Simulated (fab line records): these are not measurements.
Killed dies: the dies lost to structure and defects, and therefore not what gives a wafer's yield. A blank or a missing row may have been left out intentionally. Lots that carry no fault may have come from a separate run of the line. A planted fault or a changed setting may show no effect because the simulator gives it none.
Which tool is to blame?    flow sky130    7 lots with 21 wafers sampled at 2 steps, on a route of 708 steps

== WHAT EACH GAUGE READ, for each wafer ==
SKY_FIELD_ISO_THK_MEAS_23.
lot   measured     on             FIELD_ISO_OXIDATION_01_THK (nm)
L861  day 2 14:01  film_metro-02  9.80 9.92 9.90
L864  day 3 06:44  film_metro-01  10.33 10.28 10.39
L869  day 4 07:52  film_metro-02  10.19 10.31 10.24
L871  day 4 14:51  film_metro-02  10.17 10.29 10.31
L875  day 5 13:57  film_metro-02  10.10 10.16 10.07
L877  day 6 00:08  film_metro-02  9.60 9.90 9.56
L879  day 6 12:22  film_metro-02  9.87 10.11 10.03

== EACH LOT AND THE TOOL THAT RAN IT (in order: tool; ch and the chambers of the sampled wafers; start) ==
lot   SKY_FIELD_ISO_ETCH_14
L861  rie_diel-01 ch 0,2,3, day 2 11:20
L864  rie_diel-02 ch 1,2, day 3 04:59
L869  rie_diel-02 ch 1,2,3, day 4 04:16
L871  rie_diel-02 ch 2,3, day 4 12:59
L875  rie_diel-02 ch 0,2,3, day 5 10:56
L877  rie_diel-02 ch 0,1,2, day 5 21:38
L879  rie_diel-01 ch 0,3, day 6 09:06
- SKY_FIELD_ISO_ETCH_14: etches BARC in N2/H2, stops on SiO2, time 45.9 s, target depth 60 nm.

== THE ANSWER, worked out from the rows above alone ==
Rule: usual is defined by the lots themselves. Put in order of their means at a reading, lots are off if they are a third of the lots or fewer, leave a main group of 4 or more, and stand apart from it by a gap of 3 or more times the standard deviation of the main group's means; of several such gaps the widest counts. A main group whose means are all the same, to the digits that the tables above print for the reading, isn't used. Also off: a lot with no number at a reading for which 4 or more lots have one. All remaining lots with rows at the step are treated as sound.
Nothing can be told from this: no lot is off at any reading shown.

== WHAT HAD BEEN PUT IN BY THE SIMULATOR ==
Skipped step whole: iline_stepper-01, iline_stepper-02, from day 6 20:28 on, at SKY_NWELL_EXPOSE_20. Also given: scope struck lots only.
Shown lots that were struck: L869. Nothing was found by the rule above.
